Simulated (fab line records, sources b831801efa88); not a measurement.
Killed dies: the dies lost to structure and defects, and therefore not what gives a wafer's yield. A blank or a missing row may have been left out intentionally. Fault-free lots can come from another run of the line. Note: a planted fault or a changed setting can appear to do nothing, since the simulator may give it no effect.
The tool behind it: which one?	flow sky130	12 lots (36 wafers sampled), 1 step of a 708-step route

## WHAT EACH GAUGE READ, for each wafer
SKY_SD_P_CD_MEAS_07 targets a cd of 380 nm.
lot	measured	on	cd-nm (nm)
L075	day 25 17:13	cd-sem-02	384.7 385.2 384.3
L077	day 26 12:29	cd-sem-02	382.5 379.5 380.2
L079	day 27 00:37	cd-sem-01	382.4 380.7 382.3
L081	day 28 00:40	cd-sem-01	379.0 382.5 381.9
L083	day 28 15:07	cd-sem-01	378.7 380.1 380.3
L085	day 29 08:02	cd-sem-01	380.2 379.1 379.5
L087	day 30 08:01	cd-sem-01	383.0 382.8 382.6
L088	day 30 15:52	cd-sem-02	383.1 382.8 383.0
L092	day 31 10:28	cd-sem-01	380.2 379.0 378.4
L093	day 31 19:25	cd-sem-01	382.8 383.8 383.4
L095	day 32 12:44	cd-sem-02	382.0 379.7 378.2
L097	day 33 00:01	cd-sem-01	378.8 377.8 374.5

## TOOL THAT RAN EACH LOT (tool first, then ch and the chambers of the sampled wafers, then the start)
Record: no process step prior to these readings.

## THE ANSWER, worked out from the rows above alone
Rule: the lots themselves supply what counts as usual. Put in order of their means at a reading, lots are off if they are a third of the lots or fewer, leave a main group of 4 or more, and stand apart from it by a gap of 3 or more times the standard deviation of the main group's means; of several such gaps the widest counts. A main group is skipped when, at the precision printed for the reading in the tables above, its means are all equal. Also off: a lot with no number at a reading for which 4 or more lots have one. Any other lot the step has rows for is counted as sound.
No lot is off on any of the readings shown, so nothing can be concluded from this.

## WHAT HAD BEEN PUT IN BY THE SIMULATOR
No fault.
